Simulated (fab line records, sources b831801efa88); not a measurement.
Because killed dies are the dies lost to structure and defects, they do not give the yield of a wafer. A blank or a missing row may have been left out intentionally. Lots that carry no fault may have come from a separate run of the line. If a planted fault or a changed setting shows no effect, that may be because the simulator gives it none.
Check for tools in common :: flow gf180mcu :: Sample size 13 lots and 37 wafers

THE REASON FOR OPENING IT
2 of 13 lots carry a flag on the reading NSD_RS at GF_PSD_RS_MEAS_14. Fault-free wafers read 46.53 ohm/sq, with a standard deviation of 0.095.
Rule: a lot is flagged in two cases, either no wafer of it has a number, or all its wafers with numbers fall more than 4 standard deviations from that mean. As for the other lots, they are considered sound.

lot: L564
measured: day 14 15:32
on: filmMetro-01
NSD_RS (ohm/sq), wafer by wafer: 46.58 46.61 46.58
flag: 

lot: L565
measured: day 15 02:04
on: filmMetro-03
NSD_RS (ohm/sq), wafer by wafer: 46.58 46.57 46.38
flag: 

lot: L567
measured: day 15 15:04
on: filmMetro-03
NSD_RS (ohm/sq), wafer by wafer: 46.58 46.55 46.65
flag: 

lot: L568
measured: day 15 23:55
on: filmMetro-04
NSD_RS (ohm/sq), wafer by wafer: 46.49 46.53 46.48
flag: 

lot: L569
measured: day 16 09:10
on: filmMetro-04
NSD_RS (ohm/sq), wafer by wafer: 42.79 42.91 42.93
flag: FLAGGED

lot: L570
measured: day 17 01:25
on: filmMetro-03
NSD_RS (ohm/sq), wafer by wafer: 43.02 43.06 43.19
flag: FLAGGED

lot: L578
measured: day 19 09:28
on: filmMetro-04
NSD_RS (ohm/sq), wafer by wafer: 46.49 46.63 46.53
flag: 

lot: L581
measured: day 20 13:34
on: filmMetro-03
NSD_RS (ohm/sq), wafer by wafer: 46.59 46.55 46.56
flag: 

lot: L582
measured: day 20 21:05
on: filmMetro-04
NSD_RS (ohm/sq), wafer by wafer: 46.50 46.44 46.48
flag: 

lot: L583
measured: day 21 06:21
on: filmMetro-03
NSD_RS (ohm/sq), wafer by wafer: 46.67 46.58
flag: 

lot: L584
measured: day 21 10:05
on: filmMetro-03
NSD_RS (ohm/sq), wafer by wafer: 46.55 46.61 46.53
flag: 

lot: L585
measured: day 21 21:49
on: filmMetro-03
NSD_RS (ohm/sq), wafer by wafer: 46.51 46.60
flag: 

lot: L586
measured: day 22 04:23
on: filmMetro-04
NSD_RS (ohm/sq), wafer by wafer: 46.52 46.47 46.50
flag: 
The mean of the flagged lots' numbers is 42.98 ohm/sq, -3.55 ohm/sq from the usual (-37 standard deviations).

WHICH TOOL EACH LOT WENT THROUGH
The record keeps 1 process step preceding the reading, out of 602 steps on the route. Each cell gives the tool, then ch followed by the chambers the sampled wafers passed through, then the start.
lot: L564
flag: 
GF_PSD_RTA_13: rtpAnneal-02 ch 0, day 14 15:28

lot: L565
flag: 
GF_PSD_RTA_13: rtpAnneal-02 ch 0, day 15 01:58

lot: L567
flag: 
GF_PSD_RTA_13: rtpAnneal-01 ch 0, day 15 14:59

lot: L568
flag: 
GF_PSD_RTA_13: rtpAnneal-02 ch 0, day 15 23:50

lot: L569
flag: FLAGGED
GF_PSD_RTA_13: rtpAnneal-02 ch 0, day 16 09:05

lot: L570
flag: FLAGGED
GF_PSD_RTA_13: rtpAnneal-02 ch 0, day 17 01:14

lot: L578
flag: 
GF_PSD_RTA_13: rtpAnneal-02 ch 0, day 19 09:23

lot: L581
flag: 
GF_PSD_RTA_13: rtpAnneal-02 ch 0, day 20 13:29

lot: L582
flag: 
GF_PSD_RTA_13: rtpAnneal-01 ch 0, day 20 21:00

lot: L583
flag: 
GF_PSD_RTA_13: rtpAnneal-02 ch 0, day 21 06:16

lot: L584
flag: 
GF_PSD_RTA_13: rtpAnneal-02 ch 0, day 21 10:00

lot: L585
flag: 
GF_PSD_RTA_13: rtpAnneal-01 ch 0, day 21 21:43

lot: L586
flag: 
GF_PSD_RTA_13: rtpAnneal-01 ch 0, day 22 04:18
What is done by these steps:
- GF_PSD_RTA_13: time 20 s.
- GF_PSD_RS_MEAS_14: measures by four-point-probe.

FLAGGED AGAINST TOTAL, ONE TOOL AT A TIME (gauges that did the reading follow at the end)
step: GF_PSD_RTA_13
tool: rtpAnneal-01
lots run: 4
flagged: 0
share of the flagged lots: none
sound lots run after its first flagged lot: -

step: GF_PSD_RTA_13
tool: rtpAnneal-02
lots run: 9
flagged: 2
share of the flagged lots: all
sound lots run after its first flagged lot: 4 (L578,L581,L583,L584)

step: GF_PSD_RS_MEAS_14
tool: filmMetro-01
lots run: 1
flagged: 0
share of the flagged lots: none
sound lots run after its first flagged lot: -

step: GF_PSD_RS_MEAS_14
tool: filmMetro-03
lots run: 7
flagged: 1
share of the flagged lots: some
sound lots run after its first flagged lot: 4 (L581,L583,L584,L585)

step: GF_PSD_RS_MEAS_14
tool: filmMetro-04
lots run: 5
flagged: 1
share of the flagged lots: some
sound lots run after its first flagged lot: 3 (L578,L582,L586)

WHAT IS ALLOWED BY THE TABLE
Rows of the table that ran each flagged lot: 1, that is rtpAnneal-02 at GF_PSD_RTA_13.
- rtpAnneal-02 at GF_PSD_RTA_13 ran 9 lots, 2 of them flagged. After the first flagged lot (L578, L581, L583, L584), sound lots still ran on it; a lasting fault on the whole tool would not permit that.
There is no row in the table that ran each flagged lot and no sound lot after the first.

WHAT WAS PUT IN BY THE SIMULATOR
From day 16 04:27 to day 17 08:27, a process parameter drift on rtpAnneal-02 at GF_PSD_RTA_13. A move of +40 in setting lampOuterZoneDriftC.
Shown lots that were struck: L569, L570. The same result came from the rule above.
